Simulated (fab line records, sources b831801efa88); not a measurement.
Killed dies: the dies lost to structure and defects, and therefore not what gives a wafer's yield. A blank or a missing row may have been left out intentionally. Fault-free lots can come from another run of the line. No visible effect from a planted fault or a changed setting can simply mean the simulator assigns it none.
Which tool did it?	flow gf180mcu	7 lots with 21 wafers sampled at 2 steps, on a route of 602 steps

WHAT EACH GAUGE READ, for each wafer
GF_VT_IMPLANT_TW_MEAS_32.
lot	measured	on	VT_IMPLANT_3_TW
L603	day 7 18:31	film metro-03	271.1 270.3 270.1
L605	day 8 11:55	film metro-01	272.6 272.1 271.7
L607	day 8 22:48	film metro-03	269.3 268.8 266.9
L611	day 10 00:27	film metro-03	269.5 269.2 269.6
L617	day 11 16:31	film metro-03	270.0 268.8 269.9
L619	day 12 06:22	film metro-03	30.0 30.1 30.0
L622	day 12 23:20	film metro-03	268.2 269.5 268.8

WHICH TOOL RAN EACH LOT (tool, then ch and the chambers of the sampled wafers, then the start)
lot	GF_VT_IMPLANT_IMPLANT_30
L603	implanter-03 ch 0, day 7 18:16
L605	implanter-01 ch 0, day 8 11:41
L607	implanter-02 ch 0, day 8 22:33
L611	implanter-03 ch 0, day 10 00:13
L617	implanter-01 ch 0, day 11 16:16
L619	implanter-03, day 12 06:08
L622	implanter-02 ch 0, day 12 23:05
- GF_VT_IMPLANT_IMPLANT_30

THE ANSWER, worked out from the rows above alone
Rule: the usual values come from the lots themselves. Put in order of their means at a reading, lots are off if they are a third of the lots or fewer, leave a main group of 4 or more, and stand apart from it by a gap of 3 or more times the standard deviation of the main group's means; of several such gaps the widest counts. Not used: any main group whose means are identical at the precision the tables above print for the reading. Also off: a lot with no number at a reading for which 4 or more lots have one. All remaining lots with rows at the step are treated as sound.
Off: L619, at GF_VT_IMPLANT_TW_MEAS_32 (VT_IMPLANT_3_TW). The main group has a mean of 269.8 with a standard deviation of 1.2.
A tool fits if, at a process step before that reading, it ran every lot that is off, and no sound lot after the first of them. The gauges at GF_VT_IMPLANT_TW_MEAS_32 are tried like those tools. One fits: GF_VT_IMPLANT_IMPLANT_30 on implanter-03. Its last sound lot is L611 (day 10 00:13), its first lot that is off L619 (day 12 06:08): a fault that began between those two fits.

WHAT HAD BEEN PUT IN BY THE SIMULATOR
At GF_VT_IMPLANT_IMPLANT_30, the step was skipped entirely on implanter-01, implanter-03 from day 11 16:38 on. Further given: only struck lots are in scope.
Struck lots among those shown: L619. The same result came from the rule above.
